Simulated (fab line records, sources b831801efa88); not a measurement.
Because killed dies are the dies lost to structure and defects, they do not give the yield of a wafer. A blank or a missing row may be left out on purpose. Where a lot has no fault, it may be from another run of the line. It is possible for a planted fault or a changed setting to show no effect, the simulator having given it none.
The tool behind it: which one? || flow sky130 || Sampling: 14 lots, 42 wafers, 4 of 708 route steps

WHAT EACH GAUGE READ, for each wafer
The record holds no reading of a measuring or inspecting step that can be judged against a usual standard deviation.

TOOL THAT RAN EACH LOT (tool first, then ch and the chambers of the sampled wafers, then the start)
{"lot": "L682", "SKY_CAP2M_STRIP_14": "plasma asher-01 ch 0,1, day 41 14:37", "SKY_VIA4_CMP_02": "cmp-02 ch 0,1, day 42 15:38", "SKY_METAL5_DEVELOP_13": "litho track-03 ch 0, day 44 14:55", "SKY_METAL5_METAL_ETCH_15": "rie metal-03 ch 0,1, day 44 15:07"}
{"lot": "L683", "SKY_CAP2M_STRIP_14": "plasma asher-04 ch 0,1, day 41 19:26", "SKY_VIA4_CMP_02": "cmp-01 ch 0,1,3, day 42 20:22", "SKY_METAL5_DEVELOP_13": "litho track-01 ch 0, day 44 18:43", "SKY_METAL5_METAL_ETCH_15": "rie metal-03 ch 0,1, day 44 18:55"}
{"lot": "L685", "SKY_CAP2M_STRIP_14": "plasma asher-03 ch 0,1, day 42 05:22", "SKY_VIA4_CMP_02": "cmp-02 ch 1,2,3, day 43 06:17", "SKY_METAL5_DEVELOP_13": "litho track-01 ch 0, day 45 04:43", "SKY_METAL5_METAL_ETCH_15": "rie metal-03 ch 0,1, day 45 04:55"}
{"lot": "L688", "SKY_CAP2M_STRIP_14": "plasma asher-04 ch 0,1, day 43 02:10", "SKY_VIA4_CMP_02": "cmp-02 ch 2,3, day 44 02:55", "SKY_METAL5_DEVELOP_13": "litho track-04 ch 0, day 46 00:05", "SKY_METAL5_METAL_ETCH_15": "rie metal-01 ch 0,1, day 46 00:15"}
{"lot": "L690", "SKY_CAP2M_STRIP_14": "plasma asher-04 ch 0,1, day 43 15:02", "SKY_VIA4_CMP_02": "cmp-02 ch 0,3, day 44 15:22", "SKY_METAL5_DEVELOP_13": "litho track-01, day 46 11:07", "SKY_METAL5_METAL_ETCH_15": "rie metal-03 ch 0,1, day 46 11:19"}
{"lot": "L691", "SKY_CAP2M_STRIP_14": "plasma asher-04 ch 0,1, day 43 23:47", "SKY_VIA4_CMP_02": "cmp-01 ch 0,2, day 45 00:09", "SKY_METAL5_DEVELOP_13": "litho track-03, day 46 20:28", "SKY_METAL5_METAL_ETCH_15": "rie metal-03 ch 0,1, day 46 20:38"}
{"lot": "L694", "SKY_CAP2M_STRIP_14": "plasma asher-03 ch 0,1, day 44 16:40", "SKY_VIA4_CMP_02": "cmp-01 ch 0,1,3, day 45 16:20", "SKY_METAL5_DEVELOP_13": "litho track-03 ch 0, day 47 10:32", "SKY_METAL5_METAL_ETCH_15": "rie metal-01 ch 0,1, day 47 10:41"}
{"lot": "L695", "SKY_CAP2M_STRIP_14": "plasma asher-01 ch 0,1, day 45 00:35", "SKY_VIA4_CMP_02": "cmp-01 ch 0,1,3, day 46 00:13", "SKY_METAL5_DEVELOP_13": "litho track-04 ch 0, day 47 18:46", "SKY_METAL5_METAL_ETCH_15": "rie metal-03 ch 0,1, day 47 18:57"}
{"lot": "L696", "SKY_CAP2M_STRIP_14": "plasma asher-04 ch 0,1, day 45 08:44", "SKY_VIA4_CMP_02": "cmp-01 ch 0,2,3, day 46 07:21", "SKY_METAL5_DEVELOP_13": "litho track-03 ch 0, day 48 01:26", "SKY_METAL5_METAL_ETCH_15": "rie metal-03 ch 0,1, day 48 01:35"}
{"lot": "L699", "SKY_CAP2M_STRIP_14": "plasma asher-01 ch 0,1, day 45 22:53", "SKY_VIA4_CMP_02": "cmp-01 ch 0,1,3, day 46 22:08", "SKY_METAL5_DEVELOP_13": "litho track-01 ch 0, day 48 15:25", "SKY_METAL5_METAL_ETCH_15": "rie metal-03 ch 0,1, day 48 15:37"}
{"lot": "L701", "SKY_CAP2M_STRIP_14": "plasma asher-03 ch 0,1, day 46 06:17", "SKY_VIA4_CMP_02": "cmp-02 ch 0,1,3, day 47 04:55", "SKY_METAL5_DEVELOP_13": "litho track-04 ch 0, day 48 21:07", "SKY_METAL5_METAL_ETCH_15": "rie metal-02 ch 0,1, day 48 21:18"}
{"lot": "L702", "SKY_CAP2M_STRIP_14": "plasma asher-01 ch 0,1, day 46 11:41", "SKY_VIA4_CMP_02": "cmp-02 ch 0,1,3, day 47 10:29", "SKY_METAL5_DEVELOP_13": "litho track-03 ch 0, day 49 01:34", "SKY_METAL5_METAL_ETCH_15": "rie metal-03 ch 0,1, day 49 01:44"}
{"lot": "L703", "SKY_CAP2M_STRIP_14": "plasma asher-01 ch 0,1, day 46 16:07", "SKY_VIA4_CMP_02": "cmp-02 ch 0,1, day 47 14:03", "SKY_METAL5_DEVELOP_13": "litho track-03 ch 0, day 49 04:49", "SKY_METAL5_METAL_ETCH_15": "rie metal-03 ch 0,1, day 49 05:01"}
{"lot": "L704", "SKY_CAP2M_STRIP_14": "plasma asher-01 ch 0,1, day 46 23:55", "SKY_VIA4_CMP_02": "cmp-02 ch 1,2, day 47 22:01", "SKY_METAL5_DEVELOP_13": "litho track-03 ch 0, day 49 12:10", "SKY_METAL5_METAL_ETCH_15": "rie metal-01 ch 0,1, day 49 12:22"}
- SKY_CAP2M_STRIP_14: strips in O2/N2.
- SKY_VIA4_CMP_02: polishes SiO2.
- SKY_METAL5_DEVELOP_13: develop time 60 s.
- SKY_METAL5_METAL_ETCH_15: etches the open film in Cl2/BCl3, stops on SiO2, target depth 1260 nm, time 252 s.

AS READ BY THE TOOLS THEMSELVES (means over the sampled wafers that have a number; for cases with no such wafer, the mark the record gives instead)
SKY_CAP2M_STRIP_14. Usual: drypump motor current A 5.5 A, standard deviation 0.47; o2 flow sccm 3001 sccm, standard deviation 8.6; oes product au 0.710 a.u., standard deviation 0.0047; strip time to endpoint s 12.70 s, standard deviation 0.043.
{"lot": "L682", "tool": "plasma asher-01", "drypump motor current A (A)": 5.7, "o2 flow sccm (sccm)": 2998, "oes product au (a.u.)": 0.712, "strip time to endpoint s (s)": 12.70, "flag": ""}
{"lot": "L683", "tool": "plasma asher-04", "drypump motor current A (A)": 5.4, "o2 flow sccm (sccm)": 2994, "oes product au (a.u.)": 0.705, "strip time to endpoint s (s)": 12.71, "flag": ""}
{"lot": "L685", "tool": "plasma asher-03", "drypump motor current A (A)": 5.4, "o2 flow sccm (sccm)": 3005, "oes product au (a.u.)": 0.708, "strip time to endpoint s (s)": 12.64, "flag": ""}
{"lot": "L688", "tool": "plasma asher-04", "drypump motor current A (A)": 5.2, "o2 flow sccm (sccm)": 2994, "oes product au (a.u.)": 0.709, "strip time to endpoint s (s)": 12.71, "flag": ""}
{"lot": "L690", "tool": "plasma asher-04", "drypump motor current A (A)": 5.5, "o2 flow sccm (sccm)": 3001, "oes product au (a.u.)": 0.711, "strip time to endpoint s (s)": 12.76, "flag": ""}
{"lot": "L691", "tool": "plasma asher-04", "drypump motor current A (A)": 5.2, "o2 flow sccm (sccm)": 3002, "oes product au (a.u.)": 0.707, "strip time to endpoint s (s)": 12.69, "flag": ""}
{"lot": "L694", "tool": "plasma asher-03", "drypump motor current A (A)": 5.3, "o2 flow sccm (sccm)": 3001, "oes product au (a.u.)": 0.709, "strip time to endpoint s (s)": 12.64, "flag": ""}
{"lot": "L695", "tool": "plasma asher-01", "drypump motor current A (A)": 5.7, "o2 flow sccm (sccm)": 3005, "oes product au (a.u.)": 0.714, "strip time to endpoint s (s)": 12.66, "flag": ""}
{"lot": "L696", "tool": "plasma asher-04", "drypump motor current A (A)": 5.3, "o2 flow sccm (sccm)": 2993, "oes product au (a.u.)": 0.709, "strip time to endpoint s (s)": 12.61, "flag": ""}
{"lot": "L699", "tool": "plasma asher-01", "drypump motor current A (A)": 5.7, "o2 flow sccm (sccm)": 2999, "oes product au (a.u.)": 0.703, "strip time to endpoint s (s)": 12.70, "flag": ""}
{"lot": "L701", "tool": "plasma asher-03", "drypump motor current A (A)": 5.3, "o2 flow sccm (sccm)": 3006, "oes product au (a.u.)": 0.711, "strip time to endpoint s (s)": 12.71, "flag": ""}
{"lot": "L702", "tool": "plasma asher-01", "drypump motor current A (A)": 6.1, "o2 flow sccm (sccm)": 3007, "oes product au (a.u.)": 0.716, "strip time to endpoint s (s)": 12.71, "flag": ""}
{"lot": "L703", "tool": "plasma asher-01", "drypump motor current A (A)": 5.7, "o2 flow sccm (sccm)": 3004, "oes product au (a.u.)": 0.706, "strip time to endpoint s (s)": 12.67, "flag": ""}
{"lot": "L704", "tool": "plasma asher-01", "drypump motor current A (A)": 6.1, "o2 flow sccm (sccm)": 3016, "oes product au (a.u.)": 0.707, "strip time to endpoint s (s)": 12.70, "flag": ""}

SKY_VIA4_CMP_02. Usual: 12.0 A for motor current A, sd 0.97.
{"lot": "L682", "tool": "cmp-02", "motor current A (A)": 11.9, "flag": ""}
{"lot": "L683", "tool": "cmp-01", "motor current A (A)": 12.4, "flag": ""}
{"lot": "L685", "tool": "cmp-02", "motor current A (A)": 12.1, "flag": ""}
{"lot": "L688", "tool": "cmp-02", "motor current A (A)": 11.8, "flag": ""}
{"lot": "L690", "tool": "cmp-02", "motor current A (A)": 11.4, "flag": ""}
{"lot": "L691", "tool": "cmp-01", "motor current A (A)": 12.7, "flag": ""}
{"lot": "L694", "tool": "cmp-01", "motor current A (A)": 12.4, "flag": ""}
{"lot": "L695", "tool": "cmp-01", "motor current A (A)": 13.1, "flag": ""}
{"lot": "L696", "tool": "cmp-01", "motor current A (A)": 13.0, "flag": ""}
{"lot": "L699", "tool": "cmp-01", "motor current A (A)": 12.5, "flag": ""}
{"lot": "L701", "tool": "cmp-02", "motor current A (A)": 11.5, "flag": ""}
{"lot": "L702", "tool": "cmp-02", "motor current A (A)": 11.4, "flag": ""}
{"lot": "L703", "tool": "cmp-02", "motor current A (A)": 11.1, "flag": ""}
{"lot": "L704", "tool": "cmp-02", "motor current A (A)": 12.1, "flag": ""}

SKY_METAL5_DEVELOP_13. Usual: 23.01 C for chill plate temp C, sd 0.11.
{"lot": "L682", "tool": "litho track-03", "chill plate temp C (C)": 23.18, "flag": ""}
{"lot": "L683", "tool": "litho track-01", "chill plate temp C (C)": 22.99, "flag": ""}
{"lot": "L685", "tool": "litho track-01", "chill plate temp C (C)": 23.07, "flag": ""}
{"lot": "L688", "tool": "litho track-04", "chill plate temp C (C)": 23.08, "flag": ""}
{"lot": "L690", "tool": "litho track-01", "chill plate temp C (C)": "-", "flag": "OFF"}
{"lot": "L691", "tool": "litho track-03", "chill plate temp C (C)": "-", "flag": "OFF"}
{"lot": "L694", "tool": "litho track-03", "chill plate temp C (C)": 23.01, "flag": ""}
{"lot": "L695", "tool": "litho track-04", "chill plate temp C (C)": 22.78, "flag": ""}
{"lot": "L696", "tool": "litho track-03", "chill plate temp C (C)": 23.01, "flag": ""}
{"lot": "L699", "tool": "litho track-01", "chill plate temp C (C)": 22.99, "flag": ""}
{"lot": "L701", "tool": "litho track-04", "chill plate temp C (C)": 22.94, "flag": ""}
{"lot": "L702", "tool": "litho track-03", "chill plate temp C (C)": 22.92, "flag": ""}
{"lot": "L703", "tool": "litho track-03", "chill plate temp C (C)": 22.91, "flag": ""}
{"lot": "L704", "tool": "litho track-03", "chill plate temp C (C)": 23.16, "flag": ""}

SKY_METAL5_METAL_ETCH_15. Usual: drypump motor current A 5.5 A, standard deviation 0.41; oes product au 0.894 a.u., standard deviation 0.0046; rf fwd power W 898 W, standard deviation 3.2; throttle valve pct 22.264 %, standard deviation 0.0096.
{"lot": "L682", "tool": "rie metal-03", "drypump motor current A (A)": 5.7, "oes product au (a.u.)": 0.895, "rf fwd power W (W)": 902, "throttle valve pct (%)": 22.267, "flag": ""}
{"lot": "L683", "tool": "rie metal-03", "drypump motor current A (A)": 5.5, "oes product au (a.u.)": 0.899, "rf fwd power W (W)": 899, "throttle valve pct (%)": 22.257, "flag": ""}
{"lot": "L685", "tool": "rie metal-03", "drypump motor current A (A)": 5.5, "oes product au (a.u.)": 0.898, "rf fwd power W (W)": 898, "throttle valve pct (%)": 22.269, "flag": ""}
{"lot": "L688", "tool": "rie metal-01", "drypump motor current A (A)": 5.3, "oes product au (a.u.)": 0.895, "rf fwd power W (W)": 897, "throttle valve pct (%)": 22.261, "flag": ""}
{"lot": "L690", "tool": "rie metal-03", "drypump motor current A (A)": 5.7, "oes product au (a.u.)": 0.896, "rf fwd power W (W)": 900, "throttle valve pct (%)": 22.258, "flag": ""}
{"lot": "L691", "tool": "rie metal-03", "drypump motor current A (A)": 5.5, "oes product au (a.u.)": 0.895, "rf fwd power W (W)": 899, "throttle valve pct (%)": 22.266, "flag": ""}
{"lot": "L694", "tool": "rie metal-01", "drypump motor current A (A)": 5.3, "oes product au (a.u.)": 0.896, "rf fwd power W (W)": 900, "throttle valve pct (%)": 22.272, "flag": ""}
{"lot": "L695", "tool": "rie metal-03", "drypump motor current A (A)": 5.7, "oes product au (a.u.)": 0.894, "rf fwd power W (W)": 897, "throttle valve pct (%)": 22.260, "flag": ""}
{"lot": "L696", "tool": "rie metal-03", "drypump motor current A (A)": 5.7, "oes product au (a.u.)": 0.892, "rf fwd power W (W)": 899, "throttle valve pct (%)": 22.258, "flag": ""}
{"lot": "L699", "tool": "rie metal-03", "drypump motor current A (A)": 5.4, "oes product au (a.u.)": 0.894, "rf fwd power W (W)": 897, "throttle valve pct (%)": 22.259, "flag": ""}
{"lot": "L701", "tool": "rie metal-02", "drypump motor current A (A)": 5.6, "oes product au (a.u.)": 0.892, "rf fwd power W (W)": 895, "throttle valve pct (%)": 22.265, "flag": ""}
{"lot": "L702", "tool": "rie metal-03", "drypump motor current A (A)": 5.7, "oes product au (a.u.)": 0.895, "rf fwd power W (W)": 897, "throttle valve pct (%)": 22.264, "flag": ""}
{"lot": "L703", "tool": "rie metal-03", "drypump motor current A (A)": 5.4, "oes product au (a.u.)": 0.895, "rf fwd power W (W)": 899, "throttle valve pct (%)": 22.267, "flag": ""}
{"lot": "L704", "tool": "rie metal-01", "drypump motor current A (A)": 5.3, "oes product au (a.u.)": 0.896, "rf fwd power W (W)": 897, "throttle valve pct (%)": 22.273, "flag": ""}

THE ANSWER, worked out from the rows above alone
Rule: a lot counts as off when the mean over its wafers that have a number is more than 3 standard deviations away from the usual mean. A lot without any number at a reading at which 4 lots or more have one is off too. All remaining lots with rows at the step are treated as sound. After the gauges, taken in route order, come the tools' own readings; for these a lot's mean is taken, as printed above. The first step at which some lot is off is used, and at that step the reading that is off furthest; a lot without a number counts as furthest.
Off at SKY_METAL5_DEVELOP_13 (chill plate temp C): L690, L691. Without a number there: L690, L691.
If a tool, at that step or one of the process steps before it, ran each lot that is off and ran no sound lot following the first of them, it fits. No candidate that was tried fits.

WHAT HAD BEEN PUT IN BY THE SIMULATOR
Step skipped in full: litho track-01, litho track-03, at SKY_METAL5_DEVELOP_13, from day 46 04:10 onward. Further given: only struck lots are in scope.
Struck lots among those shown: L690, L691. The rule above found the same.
